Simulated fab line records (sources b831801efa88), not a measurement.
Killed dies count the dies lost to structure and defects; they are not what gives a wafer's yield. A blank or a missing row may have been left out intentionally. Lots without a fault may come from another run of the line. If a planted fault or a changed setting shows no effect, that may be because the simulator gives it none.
Which tool did it? -- flow gf180mcu -- 36 wafers sampled from 12 lots at 1 step of a route of 602

## WHAT THE GAUGES READ, wafer by wafer
GF_V2_THK_MEAS_03.
lot,measured,on,V2_CVD_02_THK (nm)
L075,day 19 09:28,film metro-01,850 863 872
L077,day 20 13:28,film metro-04,851 845 857
L079,day 21 03:38,film metro-01,846 861 862
L081,day 21 20:12,film metro-01,852 859 858
L083,day 22 18:29,film metro-01,852 865 873
L085,day 23 09:38,film metro-02,857 876 855
L087,day 24 00:10,film metro-04,843 856 861
L089,day 24 19:41,film metro-04,834 842 856
L091,day 25 07:01,film metro-04,832 840 854
L093,day 25 21:06,film metro-04,862 857 874
L095,day 26 12:55,film metro-04,839 859 853
L097,day 27 00:44,film metro-01,850 856 861

## EACH LOT AND THE TOOL THAT RAN IT (in order: tool; ch and the chambers of the sampled wafers; start)
The record shows no process step preceding these readings.

## THE ANSWER, worked out from the rows above alone
Rule: the usual values come from the lots themselves. The widest of any qualifying gaps counts: lots, ordered by their means at a reading, are off when they make up no more than a third of the lots, leave a main group of 4 or more, and stand apart from it by 3 or more times the standard deviation of that group's means. If all means in a main group match to the digits the tables above print for the reading, that group is not used. Also off: a lot with no number at a reading for which 4 or more lots have one. Any other lot the step has rows for is counted as sound.
No lot is off on any of the readings shown, so nothing can be concluded from this.

## WHAT THE SIMULATOR HAD PUT IN
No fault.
